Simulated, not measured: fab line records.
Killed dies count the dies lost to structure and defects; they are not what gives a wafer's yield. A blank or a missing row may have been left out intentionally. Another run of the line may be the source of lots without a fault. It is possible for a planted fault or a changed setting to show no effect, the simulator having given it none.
2 desks looking at one fault	flow sky130	every desk sees just its own numbers, and what lay behind them comes last

== FROM THE METROLOGY DESK ==
What the gauges read, lot by lot, whatever tool the lot ran on: means of the sampled wafers that have a number. A lot is out of limits, marked OUT, if its mean lies more than 4 standard deviations from the usual mean; the brackets give that distance.
Columns: A = VIA3_HDPCVD_THK at SKY_VIA3_THK_MEAS_01, usual 1632 nm
lot	first seen here	A
L262	day 38 14:41	1636
L263	day 39 06:47	1631
L265	day 39 20:08	1628
L264	day 40 01:13	1639
L266	day 40 08:32	1625
L267	day 40 11:15	1630
L269	day 40 16:28	1637
L268	day 40 19:50	1643
L270	day 41 07:04	1980 (+22) OUT
L271	day 41 14:02	1973 (+21) OUT
L272	day 42 00:04	1963 (+21) OUT
L278	day 43 09:49	1625
L281	day 44 02:42	1631
L285	day 45 05:58	1607
This desk reports L270, L271, L272 out of limits; the earliest was L270 at day 41 07:04 (VIA3_HDPCVD_THK at SKY_VIA3_THK_MEAS_01). L262, L263, L265, L264, L266, L267, L269, L268, L278, L281, L285 stayed within limits.

== THE TOOL OWNER'S DESK: hdpcvd-01 ==
The tool's own readings at SKY_VIA3_HDPCVD_00 (deposits SiO2, target thk 1635 nm, time 272.5 s): means of the sampled wafers that have a number, for each lot that ran on this tool. A lot is out of limits, marked OUT, if its mean lies more than 4 standard deviations from the usual mean; the brackets give that distance.
Columns: A = sih4FlowSccm at SKY_VIA3_HDPCVD_00, usual 59.99 sccm
lot	first seen here	A
L262	day 38 14:29	60.07
L264	day 40 01:03	60.01
L266	day 40 08:22	59.96
L269	day 40 16:17	59.99
L268	day 40 19:39	59.93
L270	day 41 06:56	72.06 (+60) OUT
L271	day 41 13:52	71.84 (+59) OUT
L272	day 41 23:54	71.95 (+60) OUT
This desk's finding: out of limits on L270, L271, L272; first on L270, day 41 06:56 (sih4FlowSccm at SKY_VIA3_HDPCVD_00). L262, L264, L266, L269, L268 stayed within limits.

== BROUGHT TOGETHER ==
On L270, L271, L272, at day 41 06:56, an alarm was possible from the tool owner's desk.
The metrology desk could have raised an alarm at day 41 07:04, on L270, L271, L272.
Every lot named ran SKY_VIA3_HDPCVD_00 on hdpcvd-01.

== WHAT THE SIMULATOR HAD INSERTED ==
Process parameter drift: hdpcvd-01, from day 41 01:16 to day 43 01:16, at SKY_VIA3_HDPCVD_00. The setting sih4FlowSccm was moved by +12, starting from 60. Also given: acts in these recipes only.
Struck lots among those shown: L270, L271, L272.
Counting hours from when the fault started, the first reading out of limits came at 6 for the tool owner's desk and at 6 for the metrology desk.
